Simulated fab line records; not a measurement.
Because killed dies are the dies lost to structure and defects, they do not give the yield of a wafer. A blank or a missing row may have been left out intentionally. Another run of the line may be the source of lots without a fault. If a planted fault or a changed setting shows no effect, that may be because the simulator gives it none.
fab line records -- flow gf180mcu
[record] lots = 14, wafers = 42, lastDay = 34
route steps=602 shown SALICIDE@286 M1@329 V1@337
lots that met no fault: from a run of the same line without faults
startH: the number of hours between the record's first day and the start of the first shown wafer of the lot -- waitH: time in hours since the lot's previous step -- " repeats the value in the row above -- L1.1+2: one row covering several wafers at once -- - no value present, or no start provided -- * or withheld: withheld -- < > ~ a bound
route shown NAME@n: a module of which the file shows steps, and the number in the route of the first -- usual: mean/standard deviation of fault-free wafers -- same: alike in all rows -- chamber/n: place in a boat -- sites: the reading at each site -- _std_site: standard deviation across them -- _edge_site: outer sites' mean less inner sites' -- radiusMm: how far each site lies from the wafer's centre -- mask NAME#n: copy n -- behind: the most recent tool/chamber to have shaped the wafer -- hold: why the lot was held/for how many hours/how that ended -- device: transistor that didn't switch, given as n, p or np -- end of line: tests of these same wafers at the route's end -- for a step that has no rows: nothing shown but its recipe -- killed: dies that structure and defects cost at the first sort, which is not the same as the wafer's yield -- map: shows each die of a wafer: x if killed, . if not, _ if none is there
set.NAME: setting as actually run; set.NAME@STEP: the setting as run at that earlier step -- model.NAME: the simulator's own value behind a step, which no gauge read
route steps across a sampled set of lots; one table per step, one row per wafer
services: a tool's chamber out of use, with start hour (startH, from the record's first day; less than 0 if before it), hours out, and reason
[[steps]]
[step GF_SALICIDE_RTA_08]
[recipe] tempC = 800, timeS = 30, ambient = N2
[usual] chamberO2Ppm = 2.002/0.022, lampPowerPct = 17.5/0.98, wafer_temp_C_max = 804.4/1.2
lot.wafer,tool,chamber,startH,waitH,chamberO2Ppm,lampPowerPct,wafer_temp_C_max
L901.2,rtpAnneal-01,0,344.02,0.0,1.987,16.9,804.0
L901.3,rtpAnneal-01,0,344.02,0.0,1.969,16.8,803.4
L901.4,rtpAnneal-01,0,344.02,0.0,1.983,16.8,804.6
L903.3,rtpAnneal-01,0,363.23,0.0,1.956,16.8,804.3
L903.4,rtpAnneal-01,0,363.23,0.0,2.000,16.8,803.3
L903.6,rtpAnneal-01,0,363.23,0.0,2.003,16.8,805.1
L905.2,rtpAnneal-02,0,394.66,0.0,1.996,19.0,805.3
L905.5,rtpAnneal-02,0,394.66,0.0,1.984,19.0,806.1
L905.6,rtpAnneal-02,0,394.66,0.0,2.043,19.0,805.2
L907.3,rtpAnneal-02,0,402.93,0.0,2.005,19.0,808.5
L907.5,rtpAnneal-02,0,402.93,0.0,2.006,19.0,805.8
L907.6,rtpAnneal-02,0,402.93,0.0,2.011,19.0,807.0
L910.3,rtpAnneal-01,0,434.78,0.0,1.992,16.8,805.7
L910.5,rtpAnneal-01,0,434.78,0.0,2.010,16.8,804.9
L910.6,rtpAnneal-01,0,434.78,0.0,1.985,16.8,804.7
L912.1,rtpAnneal-01,0,449.47,0.0,1.985,16.8,803.4
L912.5,rtpAnneal-01,0,449.47,0.0,2.009,16.8,804.5
L912.6,rtpAnneal-01,0,449.47,0.0,1.938,16.9,804.2
L913.1,rtpAnneal-02,0,464.08,0.0,1.995,28.4,939.0
L913.5,rtpAnneal-02,0,464.08,0.0,1.993,28.4,939.2
L913.6,rtpAnneal-02,0,464.08,0.0,2.028,28.4,938.7
L914.3,rtpAnneal-02,0,465.36,0.0,2.019,28.4,937.7
L914.4,rtpAnneal-02,0,465.36,0.0,1.987,28.4,940.7
L914.6,rtpAnneal-02,0,465.36,0.0,1.983,28.4,938.0
L915.1,rtpAnneal-01,0,479.10,0.0,1.961,16.8,804.0
L915.5,rtpAnneal-01,0,479.10,0.0,1.990,16.9,803.8
L915.6,rtpAnneal-01,0,479.10,0.0,1.994,16.8,802.6
L917.4,rtpAnneal-01,0,496.03,0.1,1.997,16.8,804.2
L917.5,rtpAnneal-01,0,496.03,0.1,2.002,16.9,803.8
L917.6,rtpAnneal-01,0,496.03,0.1,2.003,16.9,803.4
L920.2,rtpAnneal-01,0,511.51,0.0,2.011,16.8,804.7
L920.5,rtpAnneal-01,0,511.51,0.0,1.996,16.9,803.1
L920.6,rtpAnneal-01,0,511.51,0.0,2.000,16.8,804.6
L921.2,rtpAnneal-01,0,523.73,0.0,2.023,16.9,803.5
L921.5,rtpAnneal-01,0,523.73,0.0,2.059,16.9,804.0
L921.6,rtpAnneal-01,0,523.73,0.0,2.017,16.8,801.9
L922.1,rtpAnneal-01,0,533.29,0.0,2.019,16.8,803.1
L922.4,rtpAnneal-01,0,533.29,0.0,2.007,16.8,804.5
L922.5,rtpAnneal-01,0,533.29,0.0,1.997,16.8,804.2
L923.1,rtpAnneal-01,0,539.10,0.0,1.990,16.8,803.8
L923.4,rtpAnneal-01,0,539.10,0.0,2.012,16.8,803.2
L923.5,rtpAnneal-01,0,539.10,0.0,1.990,16.9,803.5
[step GF_M1_CD_MEAS_14]
[recipe] targetCdNm = 230
[usual] cdNm = 229.9/0.94
lot.wafer,tool,chamber,startH,waitH,cdNm
L901.2,cdSem-02,-,391.85,0.1,229.8
L901.3,cdSem-02,-,391.85,0.1,230.7
L901.4,cdSem-02,-,391.85,0.1,229.2
L903.3,cdSem-02,-,412.37,0.1,230.5
L903.4,cdSem-02,-,412.37,0.1,231.2
L903.6,cdSem-02,-,412.37,0.1,230.4
L905.2,cdSem-02,-,444.60,0.1,228.6
L905.5,cdSem-02,-,444.60,0.1,227.9
L905.6,cdSem-02,-,444.60,0.1,228.4
L907.3,cdSem-02,-,453.62,0.1,229.5
L907.5,cdSem-02,-,453.62,0.1,229.8
L907.6,cdSem-02,-,453.62,0.1,228.5
L910.3,cdSem-02,-,485.04,0.1,230.7
L910.5,cdSem-02,-,485.04,0.1,230.5
L910.6,cdSem-02,-,485.04,0.1,229.7
L912.1,cdSem-02,-,499.76,0.3,229.9
L912.5,cdSem-02,-,499.76,0.3,230.7
L912.6,cdSem-02,-,499.76,0.3,230.3
L913.1,cdSem-02,-,514.08,0.1,229.4
L913.5,cdSem-02,-,514.08,0.1,228.6
L913.6,cdSem-02,-,514.08,0.1,229.9
L914.3,cdSem-02,-,515.20,0.1,230.5
L914.4,cdSem-02,-,515.20,0.1,230.7
L914.6,cdSem-02,-,515.20,0.1,229.4
L915.1,cdSem-02,-,528.66,0.1,230.7
L915.5,cdSem-02,-,528.66,0.1,231.3
L915.6,cdSem-02,-,528.66,0.1,230.0
L917.4,cdSem-02,-,544.51,0.1,230.5
L917.5,cdSem-02,-,544.51,0.1,229.6
L917.6,cdSem-02,-,544.51,0.1,229.6
L920.2,cdSem-01,-,558.50,0.1,228.4
L920.5,cdSem-01,-,558.50,0.1,229.6
L920.6,cdSem-01,-,558.50,0.1,229.8
L921.2,cdSem-01,-,570.78,0.1,230.8
L921.5,cdSem-01,-,570.78,0.1,229.3
L921.6,cdSem-01,-,570.78,0.1,230.8
L922.1,cdSem-01,-,580.16,0.1,229.8
L922.4,cdSem-01,-,580.16,0.1,230.7
L922.5,cdSem-01,-,580.16,0.1,229.7
L923.1,cdSem-01,-,585.03,0.1,230.4
L923.4,cdSem-01,-,585.03,0.1,231.3
L923.5,cdSem-01,-,585.03,0.1,231.3
[step GF_V1_CVD_02]
[recipe] material = SiO2, targetThkNm = 850, precursor = TEOS, tempC = 400, timeS = 94.851, rfW = 600
[usual] heaterPowerW = 606/68, rfFwdPowerW = 596.4/2.1
lot.wafer,tool,chamber,startH,waitH,heaterPowerW,rfFwdPowerW
L901.2,pecvd-03,1,392.79,0.0,612,599.5
L901.3,pecvd-03,2,392.79,0.0,626,591.4
L901.4,pecvd-03,1,392.79,0.0,497,595.7
L903.3,pecvd-01,1,413.31,0.0,823,599.0
L903.4,pecvd-01,0,413.31,0.0,595,596.1
L903.6,pecvd-01,2,413.31,0.0,615,600.3
L905.2,pecvd-03,0,445.67,0.0,576,600.3
L905.5,pecvd-03,1,445.67,0.0,550,597.2
L905.6,pecvd-03,0,445.67,0.0,632,600.2
L907.3,pecvd-02,1,454.72,0.0,611,599.6
L907.5,pecvd-02,1,454.72,0.0,640,596.5
L907.6,pecvd-02,2,454.72,0.0,744,597.1
L910.3,pecvd-02,2,485.95,0.0,708,594.9
L910.5,pecvd-02,2,485.95,0.0,712,595.3
L910.6,pecvd-02,0,485.95,0.0,576,597.3
L912.1,pecvd-01,2,500.71,0.1,642,598.4
L912.5,pecvd-01,0,500.71,0.1,537,597.6
L912.6,pecvd-01,2,500.71,0.1,504,597.2
L913.1,pecvd-02,2,515.38,0.1,659,592.7
L913.5,pecvd-02,2,515.38,0.1,697,592.1
L913.6,pecvd-02,0,515.38,0.1,574,595.2
L914.3,pecvd-02,0,516.15,0.0,620,593.4
L914.4,pecvd-02,2,516.15,0.0,695,592.9
L914.6,pecvd-02,0,516.15,0.0,488,595.0
L915.1,pecvd-02,0,529.97,0.1,602,594.3
L915.5,pecvd-02,1,529.97,0.1,531,596.4
L915.6,pecvd-02,2,529.97,0.1,581,597.3
L917.4,pecvd-02,2,545.90,0.1,661,600.8
L917.5,pecvd-02,1,545.90,0.1,622,600.3
L917.6,pecvd-02,0,545.90,0.1,619,595.0
L920.2,pecvd-03,2,560.58,0.0,608,595.0
L920.5,pecvd-03,1,560.58,0.0,625,596.3
L920.6,pecvd-03,2,560.58,0.0,652,597.0
L921.2,pecvd-02,1,571.74,0.0,666,596.1
L921.5,pecvd-02,2,571.74,0.0,580,595.3
L921.6,pecvd-02,1,571.74,0.0,538,596.9
L922.1,pecvd-03,1,581.11,0.1,585,599.0
L922.4,pecvd-03,1,581.11,0.1,623,598.5
L922.5,pecvd-03,2,581.11,0.1,510,598.3
L923.1,pecvd-02,1,586.11,0.1,534,596.9
L923.4,pecvd-02,1,586.11,0.1,598,595.4
L923.5,pecvd-02,0,586.11,0.1,494,593.6
[step GF_V1_CMP_04]
[recipe] material = SiO2, downForcePsi = 4, platenRpm = 60, padVelocityMS = 0.94248
[usual] motorCurrentA = 12.1/1.4, slurryFlowMlMin = 150.0/0.44, timeToEndpointS = 80/5.5
lot.wafer,tool,chamber,startH,waitH,motorCurrentA,slurryFlowMlMin,timeToEndpointS
L901.4,cmp-01,0,393.14,0.2,10.8,149.0,87
L901.2,cmp-01,2,393.14,0.2,12.6,150.5,81
L901.3,cmp-01,3,393.14,0.2,13.2,149.7,82
L903.3,cmp-02,3,413.49,0.1,12.7,150.2,82
L903.4,cmp-02,0,413.49,0.1,14.7,149.8,81
L903.6,cmp-02,2,413.49,0.1,10.9,150.6,91
L905.2,cmp-01,2,445.90,0.1,12.0,149.9,78
L905.6,cmp-01,0,445.90,0.1,10.3,149.6,80
L905.5,cmp-01,1,445.90,0.1,11.9,149.9,86
L907.3,cmp-01,1,455.00,0.2,12.4,149.7,72
L907.5,cmp-01,2,455.00,0.2,12.2,150.0,79
L907.6,cmp-01,3,455.00,0.2,14.4,150.0,80
L910.3,cmp-02,0,486.08,0.0,14.2,149.7,71
L910.6,cmp-02,0,486.08,0.0,13.7,149.6,74
L910.5,cmp-02,1,486.08,0.0,10.4,150.5,80
L912.1,cmp-01,2,500.99,0.2,12.4,149.7,80
L912.5,cmp-01,3,500.99,0.2,13.4,149.9,86
L912.6,cmp-01,0,500.99,0.2,10.1,150.1,81
L913.1,cmp-02,1,515.66,0.2,10.4,149.9,78
L913.5,cmp-02,2,515.66,0.2,11.0,149.4,84
L913.6,cmp-02,3,515.66,0.2,12.5,150.3,82
L914.4,cmp-02,0,516.33,0.1,13.9,150.6,81
L914.3,cmp-02,1,516.33,0.1,10.2,150.0,83
L914.6,cmp-02,3,516.33,0.1,13.0,150.4,87
L915.1,cmp-02,3,530.25,0.2,12.4,149.5,71
L915.6,cmp-02,0,530.25,0.2,14.2,149.8,70
L915.5,cmp-02,1,530.25,0.2,10.7,149.4,73
L917.4,cmp-01,2,546.05,0.1,11.7,150.3,76
L917.5,cmp-01,1,546.05,0.1,12.4,149.9,82
L917.6,cmp-01,2,546.05,0.1,12.0,150.2,73
L920.2,cmp-01,2,560.71,0.0,12.1,149.7,79
L920.6,cmp-01,2,560.71,0.0,11.6,150.0,82
L920.5,cmp-01,3,560.71,0.0,13.8,149.5,89
L921.2,cmp-01,1,571.92,0.1,12.3,149.8,77
L921.5,cmp-01,0,571.92,0.1,11.0,149.6,82
L921.6,cmp-01,1,571.92,0.1,12.3,149.6,85
L922.4,cmp-02,2,581.24,0.0,11.1,149.5,86
L922.1,cmp-02,0,581.24,0.0,13.9,149.5,77
L922.5,cmp-02,3,581.24,0.0,12.0,150.5,90
L923.1,cmp-02,2,586.24,0.1,10.8,149.9,79
L923.4,cmp-02,0,586.24,0.1,13.5,149.9,75
L923.5,cmp-02,3,586.24,0.1,12.9,150.5,84
[[services]]
tool,chamber,startH,hours,kind
cmp-02,-,322.38,8.0,pm
cmp-01,-,328.76,4.2,repair
cmp-01,-,338.00,8.5,pm
rtpAnneal-02,-,357.75,4.4,pm
pecvd-02,-,368.90,14.0,pm
pecvd-02,0,368.90,14.0,ventCycle
pecvd-02,1,368.90,14.0,ventCycle
pecvd-02,2,368.90,14.0,ventCycle
cmp-01,-,372.44,1.4,repair
pecvd-02,0,382.90,-,clean
pecvd-02,1,382.90,-,clean
pecvd-02,2,382.90,-,clean
cmp-02,-,392.62,4.3,repair
cmp-02,-,404.00,4.0,pm
cmp-02,-,408.00,-,consumableReplace:conditioner
cmp-02,-,408.00,-,consumableReplace:pad
pecvd-03,1,409.70,20.2,repair
pecvd-03,1,432.26,13.4,repair
cmp-01,-,457.91,0.2,repair
pecvd-01,0,462.44,9.0,repair
cmp-02,-,463.98,0.7,repair
cmp-01,-,495.92,1.0,repair
cmp-02,-,557.04,1.0,repair
cmp-01,-,572.17,4.0,pm
[[key]]
[firstSign] step = GF_SALICIDE_RTA_08, reading = wafer_temp_C_max, direction = up, sigmas = 99+, usual = *, struck = *
[effect] step = GF_SALICIDE_RTA_08, reading = lampPowerPct, direction = up, sigmas = 11, usual = 17.5, struck = 28.4
metAt GF_SALICIDE_RTA_08
struckLots L913,L914
testerLeftOut L913,L914
notActingAt GF_M1_CD_MEAS_14,GF_V1_CVD_02,GF_V1_CMP_04
onsetBetween 402.93 464.08
[fault] kind = processParameterDrift, tool = rtpAnneal-02, chamber = -, onsetH = 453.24, steps = GF_SALICIDE_RTA_08, channel = tempC, offset = *, shape = step, endH = 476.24, actsIn = *, stated = *
// testerLeftOut: of these lots the tester's yield and bins aren't shown, on N5 and GAA mostly nor the transistor test; their killed dies are dies lost to structure and defects alone, not to doping, threshold or leakage, so they don't give the yield
